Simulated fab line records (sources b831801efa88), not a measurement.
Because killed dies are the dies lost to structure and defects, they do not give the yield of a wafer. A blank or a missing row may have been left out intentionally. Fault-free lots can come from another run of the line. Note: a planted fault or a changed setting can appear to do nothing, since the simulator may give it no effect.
2 desks looking at one fault + flow sky130 + only its own numbers are on each desk; what lay behind them is given at the end

== AT THE TOOL OWNER'S DESK: implanter-02 ==
SKY_VT_ADJUST_NCORE_IMPLANT_09, tool's own readings: per-lot mean of the sampled wafers with a number, covering each lot this tool ran. A lot is out of limits, marked OUT, if its mean lies more than 4 standard deviations from the usual mean; the brackets give that distance.
Columns: A = beamEnergyKeV at SKY_VT_ADJUST_NCORE_IMPLANT_09, usual 10.000
| lot  | first seen here | A                        |
|------|-----------------|--------------------------|
| L375 | day 9 04:29     | 9.996                    |
| L378 | day 10 04:05    | 10.002                   |
| L381 | day 11 03:38    | 9.999                    |
| L394 | day 14 20:04    | 12.555 (+99 or more) OUT |
| L395 | day 15 04:01    | 12.557 (+99 or more) OUT |
This desk's finding: out of limits on L394, L395; first on L394, day 14 20:04 (beamEnergyKeV at SKY_VT_ADJUST_NCORE_IMPLANT_09). L375, L378, L381: within limits.

== FROM THE METROLOGY DESK ==
What the gauges read for every lot (on any tool): the sampled wafers with a number, averaged. A lot is out of limits, marked OUT, if its mean lies more than 4 standard deviations from the usual mean; the brackets give that distance.
Columns: A = VT_ADJUST_NCORE_TW at SKY_VT_ADJUST_NCORE_TW_MEAS_11, usual 218.7
| lot  | first seen here | A                |
|------|-----------------|------------------|
| L375 | day 9 04:43     | 218.4            |
| L376 | day 9 12:22     | 218.1            |
| L378 | day 10 04:19    | 217.9            |
| L379 | day 10 15:50    | 220.0            |
| L380 | day 11 00:26    | 221.2            |
| L381 | day 11 03:53    | 221.2            |
| L384 | day 12 00:48    | 218.3            |
| L385 | day 12 03:55    | 218.0            |
| L394 | day 14 20:19    | 230.8 (+9.3) OUT |
| L395 | day 15 04:15    | 230.6 (+9.2) OUT |
| L396 | day 15 07:28    | 218.5            |
Per this desk, out of limits: L394, L395; the first was L394, day 14 20:19 (VT_ADJUST_NCORE_TW at SKY_VT_ADJUST_NCORE_TW_MEAS_11). L375, L376, L378, L379, L380, L381, L384, L385, L396: within limits.

== TAKEN TOGETHER ==
The tool owner's desk could have raised an alarm at day 14 20:04, on L394, L395.
At day 14 20:19 the metrology desk could have sounded an alarm, on L394, L395.
Every lot named ran SKY_VT_ADJUST_NCORE_IMPLANT_09 on implanter-02.

== WHAT HAD BEEN PUT IN BY THE SIMULATOR ==
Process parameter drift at SKY_VT_ADJUST_NCORE_IMPLANT_09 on implanter-02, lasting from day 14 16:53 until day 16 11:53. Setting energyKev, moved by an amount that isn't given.
Lots struck among those shown: L394, L395.
Fault start to first reading out of limits, in hours, per desk: tool owner, 3; metrology, 3.
